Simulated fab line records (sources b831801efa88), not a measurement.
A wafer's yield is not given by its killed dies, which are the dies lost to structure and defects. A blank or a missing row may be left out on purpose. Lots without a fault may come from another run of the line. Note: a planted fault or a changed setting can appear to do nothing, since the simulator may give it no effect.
The same fault as seen by 2 desks | flow sfq line | every desk sees just its own numbers, and what lay behind them comes last

== FOR THE TOOL OWNER'S DESK: pvd sputter-03 ==
The tool's own readings at SFQ_TRILAYER_M1_DEP_SPUTTER_037 (material Nb, target thk 200 nm, time 133.3 s): means of the sampled wafers that have a number, for each lot that ran on this tool. Any lot whose mean is over 4 standard deviations away from the usual mean is out of limits and marked OUT; that distance is given in the brackets.
Columns: A = throttle valve pct at SFQ_TRILAYER_M1_DEP_SPUTTER_037, usual 29.7 %
lot  | first seen here | A
L465 | day 16 05:04    | 29.3
L470 | day 19 09:34    | 29.4
L471 | day 19 20:29    | 29.1
L472 | day 20 02:29    | 29.8
L474 | day 20 17:25    | 29.3
L475 | day 21 13:49    | 29.9
L482 | day 25 16:21    | 29.3
L483 | day 26 04:28    | 29.7
L484 | day 26 20:24    | 29.6
Finding of this desk: none of the 9 lots has anything out of limits.

== METROLOGY DESK ==
Lot by lot, what the gauges showed, no matter which tool ran the lot: averages of those sampled wafers that carry a number. Any lot whose mean is over 4 standard deviations away from the usual mean is out of limits and marked OUT; that distance is given in the brackets.
Columns: A = M1_NB_RS at SFQ_M1_RS_MEAS_909, usual 0.887 ohm/sq
lot  | first seen here | A
L461 | day 14 22:36    | 0.887
L463 | day 15 19:27    | 0.881
L465 | day 16 05:13    | 0.877
L469 | day 18 19:36    | 0.894
L470 | day 19 09:40    | 0.879
L471 | day 19 20:35    | 0.879
L472 | day 20 02:37    | 0.882
L473 | day 20 05:32    | 0.881
L474 | day 20 17:31    | 1.218 (+41) OUT
L475 | day 21 13:55    | 1.213 (+40) OUT
L481 | day 25 09:47    | 0.885
L482 | day 25 16:26    | 0.880
L483 | day 26 04:34    | 0.895
L484 | day 26 20:29    | 0.890
This desk's finding: out of limits on L474, L475; first on L474, day 20 17:31 (M1_NB_RS at SFQ_M1_RS_MEAS_909). Within limits: L461, L463, L465, L469, L470, L471, L472, L473, L481, L482, L483, L484.

== BROUGHT TOGETHER ==
The metrology desk could have raised an alarm at day 20 17:31, on L474, L475.
The tool owner's desk saw nothing out of limits.
Tool owner's desk: L474, L475 on record, inside its limits.
Of the lots named, all ran SFQ_TRILAYER_M1_DEP_SPUTTER_037 on pvd sputter-03.

== WHAT HAD BEEN PUT IN BY THE SIMULATOR ==
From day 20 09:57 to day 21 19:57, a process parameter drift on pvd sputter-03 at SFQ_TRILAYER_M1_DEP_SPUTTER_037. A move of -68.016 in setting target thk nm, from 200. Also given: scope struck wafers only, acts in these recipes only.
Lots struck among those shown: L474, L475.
Time in hours between the start of the fault and the first out-of-limits reading at each desk: metrology desk, 8.
